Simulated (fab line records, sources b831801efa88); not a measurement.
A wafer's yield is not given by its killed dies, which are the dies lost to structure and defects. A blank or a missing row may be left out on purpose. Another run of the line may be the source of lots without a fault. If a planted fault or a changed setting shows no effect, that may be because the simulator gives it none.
Which tool did it? :: flow gf180mcu :: Sampling: 13 lots, 39 wafers, 4 of 602 route steps

WHAT THE GAUGES SHOWED, per wafer
GF_NSD_OVL_MEAS_08. Usual: NSD_OVL gives 0.8 nm (standard deviation 1.9).
lot: L157
measured: day 14 10:33
on: overlay-01
NSD_OVL (nm): -0.2 0.0 1.5
flag: 

lot: L158
measured: day 14 23:25
on: overlay-02
NSD_OVL (nm): 2.4 1.6 0.7
flag: 

lot: L159
measured: day 15 11:16
on: overlay-01
NSD_OVL (nm): 2.0 1.6 2.2
flag: 

lot: L163
measured: day 16 17:31
on: overlay-02
NSD_OVL (nm): 0.8 4.3 2.5
flag: 

lot: L161
measured: day 16 17:46
on: overlay-01
NSD_OVL (nm): 2.6 4.5 3.7
flag: 

lot: L165
measured: day 17 15:43
on: overlay-02
NSD_OVL (nm): 3.6 6.3 4.4
flag: 

lot: L168
measured: day 18 01:01
on: overlay-02
NSD_OVL (nm): -0.8 1.3 1.5
flag: 

lot: L167
measured: day 18 01:29
on: overlay-02
NSD_OVL (nm): 1.6 2.1 0.6
flag: 

lot: L169
measured: day 18 23:16
on: overlay-01
NSD_OVL (nm): 2.5 4.2 0.8
flag: 

lot: L172
measured: day 19 08:35
on: overlay-01
NSD_OVL (nm): -0.6 0.2 0.9
flag: 

lot: L173
measured: day 19 16:50
on: overlay-01
NSD_OVL (nm): 0.9 0.5 0.3
flag: 

lot: L174
measured: day 19 18:47
on: overlay-02
NSD_OVL (nm): 0.5 1.4 1.8
flag: 

lot: L176
measured: day 20 13:29
on: overlay-01
NSD_OVL (nm): 2.9 -0.1 2.2
flag: 

GF_CONTACT_BOW_MEAS_05. Usual: CONTACT_BOW gives 65 um (standard deviation 8).
lot: L157
measured: day 16 05:58
on: filmMetro-03
CONTACT_BOW (um): 57 62 69
flag: 

lot: L158
measured: day 16 20:50
on: filmMetro-01
CONTACT_BOW (um): 55 55 61
flag: 

lot: L159
measured: day 17 10:22
on: filmMetro-01
CONTACT_BOW (um): 82 62 76
flag: 

lot: L163
measured: day 18 18:51
on: filmMetro-01
CONTACT_BOW (um): 61 65 66
flag: 

lot: L161
measured: day 18 19:10
on: filmMetro-02
CONTACT_BOW (um): 65 62 63
flag: 

lot: L165
measured: day 19 17:58
on: filmMetro-03
CONTACT_BOW (um): 68 63 58
flag: 

lot: L168
measured: day 20 02:54
on: filmMetro-02
CONTACT_BOW (um): 62 51 50
flag: 

lot: L167
measured: day 20 04:37
on: filmMetro-02
CONTACT_BOW (um): 47 55 54
flag: 

lot: L169
measured: day 21 02:35
on: filmMetro-03
CONTACT_BOW (um): 59 47 53
flag: 

lot: L172
measured: day 21 10:49
on: filmMetro-02
CONTACT_BOW (um): 71 69 73
flag: 

lot: L173
measured: day 21 18:59
on: filmMetro-01
CONTACT_BOW (um): 74 87 79
flag: 

lot: L174
measured: day 21 20:50
on: filmMetro-01
CONTACT_BOW (um): 65 60 69
flag: 

lot: L176
measured: day 22 14:03
on: filmMetro-01
CONTACT_BOW (um): 58 63 70
flag: 

TOOL THAT RAN EACH LOT (tool first, then ch and the chambers of the sampled wafers, then the start)
lot: L157
GF_HV_LDD_RTA_52: rtpAnneal-02 ch 0, day 13 11:59
GF_CONTACT_CVD_00: hdpcvd-01 ch 0,1,2, day 16 05:23

lot: L158
GF_HV_LDD_RTA_52: rtpAnneal-02 ch 0, day 14 01:15
GF_CONTACT_CVD_00: hdpcvd-02 ch 0,1, day 16 20:18

lot: L159
GF_HV_LDD_RTA_52: rtpAnneal-02 ch 0, day 14 11:42
GF_CONTACT_CVD_00: hdpcvd-01 ch 0,1,2, day 17 09:50

lot: L163
GF_HV_LDD_RTA_52: rtpAnneal-02 ch 0, day 15 15:58
GF_CONTACT_CVD_00: hdpcvd-02 ch 0,1, day 18 18:17

lot: L161
GF_HV_LDD_RTA_52: rtpAnneal-01 ch 0, day 15 16:43
GF_CONTACT_CVD_00: hdpcvd-02 ch 0,1, day 18 18:36

lot: L165
GF_HV_LDD_RTA_52: rtpAnneal-01 ch 0, day 16 13:24
GF_CONTACT_CVD_00: hdpcvd-02 ch 0,1, day 19 17:26

lot: L168
GF_HV_LDD_RTA_52: rtpAnneal-02 ch 0, day 16 22:34
GF_CONTACT_CVD_00: hdpcvd-01 ch 0,2, day 20 02:22

lot: L167
GF_HV_LDD_RTA_52: rtpAnneal-01 ch 0, day 16 22:43
GF_CONTACT_CVD_00: hdpcvd-01 ch 1,2, day 20 04:03

lot: L169
GF_HV_LDD_RTA_52: rtpAnneal-01 ch 0, day 17 20:58
GF_CONTACT_CVD_00: hdpcvd-01 ch 0,1,2, day 21 01:59

lot: L172
GF_HV_LDD_RTA_52: rtpAnneal-01 ch 0, day 18 06:05
GF_CONTACT_CVD_00: hdpcvd-01 ch 0,1,2, day 21 10:14

lot: L173
GF_HV_LDD_RTA_52: rtpAnneal-01 ch 0, day 18 14:05
GF_CONTACT_CVD_00: hdpcvd-02 ch 0,1,2, day 21 18:25

lot: L174
GF_HV_LDD_RTA_52: rtpAnneal-02 ch 0, day 18 14:58
GF_CONTACT_CVD_00: hdpcvd-02 ch 1,2, day 21 20:18

lot: L176
GF_HV_LDD_RTA_52: rtpAnneal-02 ch 0, day 19 10:51
GF_CONTACT_CVD_00: hdpcvd-02 ch 1,2, day 22 13:31
- GF_HV_LDD_RTA_52: time 10 s.
- GF_CONTACT_CVD_00: deposits SiO2, target thk 300 nm, time 50 s.

AS READ BY THE TOOLS THEMSELVES (means over the sampled wafers that have a number; for cases with no such wafer, the mark the record gives instead)
GF_HV_LDD_RTA_52. Usual: chamberO2Ppm 2.001, standard deviation 0.02; lampPowerPct 25.9 %, standard deviation 1.4; wafer_temp_C_max 1006.1, standard deviation 1.3.
lot: L157
tool: rtpAnneal-02
chamberO2Ppm: 1.998
lampPowerPct (%): 24.3
wafer_temp_C_max: 1007.4
flag: 

lot: L158
tool: rtpAnneal-02
chamberO2Ppm: 1.999
lampPowerPct (%): 24.3
wafer_temp_C_max: 1005.7
flag: 

lot: L159
tool: rtpAnneal-02
chamberO2Ppm: 1.999
lampPowerPct (%): 24.3
wafer_temp_C_max: 1005.9
flag: 

lot: L163
tool: rtpAnneal-02
chamberO2Ppm: 1.975
lampPowerPct (%): 24.3
wafer_temp_C_max: 1008.4
flag: 

lot: L161
tool: rtpAnneal-01
chamberO2Ppm: 1.979
lampPowerPct (%): 27.1
wafer_temp_C_max: 1004.6
flag: 

lot: L165
tool: rtpAnneal-01
chamberO2Ppm: 2.024
lampPowerPct (%): 27.1
wafer_temp_C_max: 1005.7
flag: 

lot: L168
tool: rtpAnneal-02
chamberO2Ppm: 1.993
lampPowerPct (%): 24.3
wafer_temp_C_max: 1006.4
flag: 

lot: L167
tool: rtpAnneal-01
chamberO2Ppm: 2.014
lampPowerPct (%): 27.1
wafer_temp_C_max: 1004.9
flag: 

lot: L169
tool: rtpAnneal-01
chamberO2Ppm: 2.005
lampPowerPct (%): 27.1
wafer_temp_C_max: 1005.4
flag: 

lot: L172
tool: rtpAnneal-01
chamberO2Ppm: 2.032
lampPowerPct (%): 27.1
wafer_temp_C_max: 1004.2
flag: 

lot: L173
tool: rtpAnneal-01
chamberO2Ppm: 1.958
lampPowerPct (%): 27.1
wafer_temp_C_max: 1007.2
flag: 

lot: L174
tool: rtpAnneal-02
chamberO2Ppm: 2.008
lampPowerPct (%): 24.3
wafer_temp_C_max: 1006.3
flag: 

lot: L176
tool: rtpAnneal-02
chamberO2Ppm: 2.005
lampPowerPct (%): 24.3
wafer_temp_C_max: 1006.5
flag: 

GF_CONTACT_CVD_00. Usual: pressureMtorr 6.000 mTorr, standard deviation 0.013; runLengthS 78.1 s, standard deviation 0.52.
lot: L157
tool: hdpcvd-01
pressureMtorr (mTorr): 6.006
runLengthS (s): 78.0
flag: 

lot: L158
tool: hdpcvd-02
pressureMtorr (mTorr): 6.002
runLengthS (s): 78.2
flag: 

lot: L159
tool: hdpcvd-01
pressureMtorr (mTorr): 6.000
runLengthS (s): 78.2
flag: 

lot: L163
tool: hdpcvd-02
pressureMtorr (mTorr): 6.003
runLengthS (s): 78.4
flag: 

lot: L161
tool: hdpcvd-02
pressureMtorr (mTorr): 6.005
runLengthS (s): 78.1
flag: 

lot: L165
tool: hdpcvd-02
pressureMtorr (mTorr): 5.998
runLengthS (s): 78.1
flag: 

lot: L168
tool: hdpcvd-01
pressureMtorr (mTorr): -
runLengthS (s): -
flag: OFF

lot: L167
tool: hdpcvd-01
pressureMtorr (mTorr): -
runLengthS (s): -
flag: OFF

lot: L169
tool: hdpcvd-01
pressureMtorr (mTorr): -
runLengthS (s): -
flag: OFF

lot: L172
tool: hdpcvd-01
pressureMtorr (mTorr): 5.993
runLengthS (s): 78.3
flag: 

lot: L173
tool: hdpcvd-02
pressureMtorr (mTorr): 6.005
runLengthS (s): 78.1
flag: 

lot: L174
tool: hdpcvd-02
pressureMtorr (mTorr): 6.003
runLengthS (s): 77.8
flag: 

lot: L176
tool: hdpcvd-02
pressureMtorr (mTorr): 5.997
runLengthS (s): 77.7
flag: 

THE ANSWER, worked out from the rows above alone
Rule: lot off if the mean of its wafers having a number is beyond 3 standard deviations from the usual mean. Also off: a lot with no number at a reading for which 4 or more lots have one. Where the step has rows for the other lots, those lots are counted as sound. Order of review: gauges by route order, followed by the tools' own readings, for which a lot's mean as printed above is used. At the first step where some lot is off, the reading lying furthest off is the one used; lots without a number count as furthest.
Off, at GF_CONTACT_CVD_00 on pressureMtorr: L168, L167, L169. Without a number there: L168, L167, L169.
If a tool, at that step or one of the process steps before it, ran each lot that is off and ran no sound lot following the first of them, it fits. No candidate that was tried fits.

WHAT THE SIMULATOR HAD PUT IN
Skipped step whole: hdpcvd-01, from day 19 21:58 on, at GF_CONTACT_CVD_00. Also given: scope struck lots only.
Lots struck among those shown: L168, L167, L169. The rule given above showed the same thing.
